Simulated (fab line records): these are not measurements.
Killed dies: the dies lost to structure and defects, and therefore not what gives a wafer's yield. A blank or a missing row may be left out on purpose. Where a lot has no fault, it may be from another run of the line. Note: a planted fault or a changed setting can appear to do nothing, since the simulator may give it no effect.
Which tool was responsible? :: flow sky130 :: Sampling: 13 lots, 39 wafers, 4 of 708 route steps

WHAT THE GAUGES SHOWED, per wafer
SKY_LOCAL_INTERCONNECT_CD_MEAS_11: the cd target is 170 nm. Usual: 169.9 nm for cd_nm, sd 1.4.
lot: L772
measured: day 30 13:34
on: cd_sem-01
cd_nm (nm): 168.6 168.0 168.7
flag: 

lot: L773
measured: day 31 04:07
on: cd_sem-01
cd_nm (nm): 171.0 171.8 171.5
flag: 

lot: L774
measured: day 31 09:00
on: cd_sem-01
cd_nm (nm): 170.2 171.2 171.0
flag: 

lot: L776
measured: day 32 17:31
on: cd_sem-02
cd_nm (nm): 168.3 169.1 168.9
flag: 

lot: L778
measured: day 32 18:12
on: cd_sem-01
cd_nm (nm): 170.4 170.1 169.3
flag: 

lot: L785
measured: day 35 02:04
on: cd_sem-02
cd_nm (nm): 169.1 166.6 168.6
flag: 

lot: L786
measured: day 35 08:34
on: cd_sem-02
cd_nm (nm): 169.7 169.6 171.6
flag: 

lot: L787
measured: day 35 16:16
on: cd_sem-02
cd_nm (nm): 169.6 169.7 169.2
flag: 

lot: L791
measured: day 36 22:58
on: cd_sem-02
cd_nm (nm): 170.5 170.8 170.1
flag: 

lot: L790
measured: day 37 00:19
on: cd_sem-02
cd_nm (nm): 170.2 169.1 169.6
flag: 

lot: L792
measured: day 37 02:50
on: cd_sem-01
cd_nm (nm): 168.9 169.5 169.9
flag: 

lot: L793
measured: day 37 08:15
on: cd_sem-01
cd_nm (nm): 170.0 169.3 169.8
flag: 

lot: L794
measured: day 37 15:52
on: cd_sem-01
cd_nm (nm): 170.4 170.9 170.3
flag: 

SKY_CONTACT_THK_MEAS_01. Usual: for CONTACT_CVD_00_THK the level is 74.7 nm and the standard deviation is 0.93.
lot: L772
measured: day 30 14:29
on: film_metro-01
CONTACT_CVD_00_THK (nm): 74.5 74.8 77.4
flag: 

lot: L773
measured: day 31 05:00
on: film_metro-01
CONTACT_CVD_00_THK (nm): 74.7 73.9 76.0
flag: 

lot: L774
measured: day 31 09:54
on: film_metro-03
CONTACT_CVD_00_THK (nm): 74.1 75.6 75.9
flag: 

lot: L776
measured: day 32 18:25
on: film_metro-04
CONTACT_CVD_00_THK (nm): 73.1 74.3 74.0
flag: 

lot: L778
measured: day 32 19:07
on: film_metro-04
CONTACT_CVD_00_THK (nm): 74.3 75.1 75.8
flag: 

lot: L785
measured: day 35 03:01
on: film_metro-03
CONTACT_CVD_00_THK (nm): 73.9 75.1 74.8
flag: 

lot: L786
measured: day 35 09:29
on: film_metro-01
CONTACT_CVD_00_THK (nm): 75.3 76.4 75.7
flag: 

lot: L787
measured: day 35 17:13
on: film_metro-01
CONTACT_CVD_00_THK (nm): 75.2 74.4 73.9
flag: 

lot: L791
measured: day 36 23:52
on: film_metro-03
CONTACT_CVD_00_THK (nm): 74.3 74.8 75.1
flag: 

lot: L790
measured: day 37 01:14
on: film_metro-01
CONTACT_CVD_00_THK (nm): 74.4 74.7 75.7
flag: 

lot: L792
measured: day 37 03:43
on: film_metro-01
CONTACT_CVD_00_THK (nm): 74.5 75.4 75.3
flag: 

lot: L793
measured: day 37 09:19
on: film_metro-03
CONTACT_CVD_00_THK (nm): 73.6 72.6 74.2
flag: 

lot: L794
measured: day 37 16:47
on: film_metro-04
CONTACT_CVD_00_THK (nm): 74.7 73.5 76.1
flag: 

EACH LOT AND THE TOOL THAT RAN IT (in order: tool; ch and the chambers of the sampled wafers; start)
lot: L772
SKY_LOCAL_INTERCONNECT_ETCH_13: rie_metal-04 ch 0,1, day 30 13:43
SKY_CONTACT_CVD_00: pecvd-03 ch 0,1,2, day 30 14:26

lot: L773
SKY_LOCAL_INTERCONNECT_ETCH_13: rie_metal-04 ch 0,1, day 31 04:16
SKY_CONTACT_CVD_00: pecvd-03 ch 1,2, day 31 04:58

lot: L774
SKY_LOCAL_INTERCONNECT_ETCH_13: rie_metal-04 ch 0,1, day 31 09:10
SKY_CONTACT_CVD_00: pecvd-03 ch 0,1, day 31 09:52

lot: L776
SKY_LOCAL_INTERCONNECT_ETCH_13: rie_metal-01 ch 0,1, day 32 17:39
SKY_CONTACT_CVD_00: pecvd-04 ch 1,2, day 32 18:22

lot: L778
SKY_LOCAL_INTERCONNECT_ETCH_13: rie_metal-04 ch 0,1, day 32 18:20
SKY_CONTACT_CVD_00: pecvd-02 ch 0,2, day 32 19:04

lot: L785
SKY_LOCAL_INTERCONNECT_ETCH_13: rie_metal-04 ch 0,1, day 35 02:13
SKY_CONTACT_CVD_00: pecvd-02 ch 0,2, day 35 02:57

lot: L786
SKY_LOCAL_INTERCONNECT_ETCH_13: rie_metal-03 ch 0,1, day 35 08:43
SKY_CONTACT_CVD_00: pecvd-03 ch 0,2, day 35 09:26

lot: L787
SKY_LOCAL_INTERCONNECT_ETCH_13: rie_metal-04 ch 0,1, day 35 16:24
SKY_CONTACT_CVD_00: pecvd-02 ch 0,2, day 35 17:10

lot: L791
SKY_LOCAL_INTERCONNECT_ETCH_13: rie_metal-04 ch 0,1, day 36 23:08
SKY_CONTACT_CVD_00: pecvd-03 ch 0,1, day 36 23:50

lot: L790
SKY_LOCAL_INTERCONNECT_ETCH_13: rie_metal-03 ch 0,1, day 37 00:28
SKY_CONTACT_CVD_00: pecvd-04 ch 0,1, day 37 01:12

lot: L792
SKY_LOCAL_INTERCONNECT_ETCH_13: rie_metal-01 ch 0,1, day 37 02:59
SKY_CONTACT_CVD_00: pecvd-02 ch 0,1,2, day 37 03:40

lot: L793
SKY_LOCAL_INTERCONNECT_ETCH_13: rie_metal-04 ch 0, day 37 08:25
SKY_CONTACT_CVD_00: pecvd-04 ch 0,1,2, day 37 09:17

lot: L794
SKY_LOCAL_INTERCONNECT_ETCH_13: rie_metal-01 ch 0,1, day 37 16:01
SKY_CONTACT_CVD_00: pecvd-03 ch 0,1,2, day 37 16:45
- SKY_LOCAL_INTERCONNECT_ETCH_13: etches BARC in N2/H2, stops on SiO2, time 45.9 s, target depth 60 nm.
- SKY_CONTACT_CVD_00: deposits Si3N4, target thk 75 nm.

WHAT THE TOOLS THEMSELVES READ (means of the sampled wafers that have a number; where no wafer has one, the mark that the record gives instead)
SKY_LOCAL_INTERCONNECT_ETCH_13. Usual: bias_w 99.97 W, standard deviation 0.28; drypump_motor_current_A 5.6 A, standard deviation 0.6; oes_product_au 0.855 a.u., standard deviation 0.0048; throttle_valve_pct 13.224 %, standard deviation 0.0096.
lot: L772
tool: rie_metal-04
bias_w (W): 99.52
drypump_motor_current_A (A): 5.3
oes_product_au (a.u.): 0.851
throttle_valve_pct (%): 13.222
flag: 

lot: L773
tool: rie_metal-04
bias_w (W): 100.22
drypump_motor_current_A (A): 5.3
oes_product_au (a.u.): 0.857
throttle_valve_pct (%): 13.227
flag: 

lot: L774
tool: rie_metal-04
bias_w (W): 95.95
drypump_motor_current_A (A): 5.3
oes_product_au (a.u.): 0.846
throttle_valve_pct (%): 13.227
flag: OFF

lot: L776
tool: rie_metal-01
bias_w (W): 100.18
drypump_motor_current_A (A): 5.5
oes_product_au (a.u.): 0.857
throttle_valve_pct (%): 13.223
flag: 

lot: L778
tool: rie_metal-04
bias_w (W): 95.68
drypump_motor_current_A (A): 5.3
oes_product_au (a.u.): 0.857
throttle_valve_pct (%): 13.222
flag: OFF

lot: L785
tool: rie_metal-04
bias_w (W): 100.17
drypump_motor_current_A (A): 5.3
oes_product_au (a.u.): 0.857
throttle_valve_pct (%): 13.213
flag: 

lot: L786
tool: rie_metal-03
bias_w (W): 100.03
drypump_motor_current_A (A): 5.6
oes_product_au (a.u.): 0.856
throttle_valve_pct (%): 13.220
flag: 

lot: L787
tool: rie_metal-04
bias_w (W): 99.94
drypump_motor_current_A (A): 5.3
oes_product_au (a.u.): 0.852
throttle_valve_pct (%): 13.217
flag: 

lot: L791
tool: rie_metal-04
bias_w (W): 99.84
drypump_motor_current_A (A): 5.3
oes_product_au (a.u.): 0.854
throttle_valve_pct (%): 13.219
flag: 

lot: L790
tool: rie_metal-03
bias_w (W): 99.91
drypump_motor_current_A (A): 5.3
oes_product_au (a.u.): 0.851
throttle_valve_pct (%): 13.220
flag: 

lot: L792
tool: rie_metal-01
bias_w (W): 99.68
drypump_motor_current_A (A): 5.5
oes_product_au (a.u.): 0.859
throttle_valve_pct (%): 13.236
flag: 

lot: L793
tool: rie_metal-04
bias_w (W): 99.86
drypump_motor_current_A (A): 6.4
oes_product_au (a.u.): 0.857
throttle_valve_pct (%): 13.219
flag: 

lot: L794
tool: rie_metal-01
bias_w (W): 100.29
drypump_motor_current_A (A): 5.8
oes_product_au (a.u.): 0.855
throttle_valve_pct (%): 13.232
flag: 

SKY_CONTACT_CVD_00. Usual: 771 W for heater_power_w, sd 110.
lot: L772
tool: pecvd-03
heater_power_w (W): 808
flag: 

lot: L773
tool: pecvd-03
heater_power_w (W): 750
flag: 

lot: L774
tool: pecvd-03
heater_power_w (W): 705
flag: 

lot: L776
tool: pecvd-04
heater_power_w (W): 816
flag: 

lot: L778
tool: pecvd-02
heater_power_w (W): 640
flag: 

lot: L785
tool: pecvd-02
heater_power_w (W): 656
flag: 

lot: L786
tool: pecvd-03
heater_power_w (W): 846
flag: 

lot: L787
tool: pecvd-02
heater_power_w (W): 726
flag: 

lot: L791
tool: pecvd-03
heater_power_w (W): 814
flag: 

lot: L790
tool: pecvd-04
heater_power_w (W): 777
flag: 

lot: L792
tool: pecvd-02
heater_power_w (W): 655
flag: 

lot: L793
tool: pecvd-04
heater_power_w (W): 764
flag: 

lot: L794
tool: pecvd-03
heater_power_w (W): 829
flag: 

THE ANSWER, worked out from the rows above alone
Rule: lot off if the mean of its wafers having a number is beyond 3 standard deviations from the usual mean. Also off: a lot with no number at a reading for which 4 or more lots have one. The other lots that the step has rows for count as sound. First the gauges in route order, then the tools' own readings, where a lot's mean is used as printed above. At the first step where some lot is off, the reading lying furthest off is the one used; lots without a number count as furthest.
Off: L774, L778, at SKY_LOCAL_INTERCONNECT_ETCH_13 (bias_w).
A tool fits if, at that step or a process step before it, it ran every lot that is off, and no sound lot after the first of them. None of those tried fits.

WHAT HAD BEEN PUT IN BY THE SIMULATOR
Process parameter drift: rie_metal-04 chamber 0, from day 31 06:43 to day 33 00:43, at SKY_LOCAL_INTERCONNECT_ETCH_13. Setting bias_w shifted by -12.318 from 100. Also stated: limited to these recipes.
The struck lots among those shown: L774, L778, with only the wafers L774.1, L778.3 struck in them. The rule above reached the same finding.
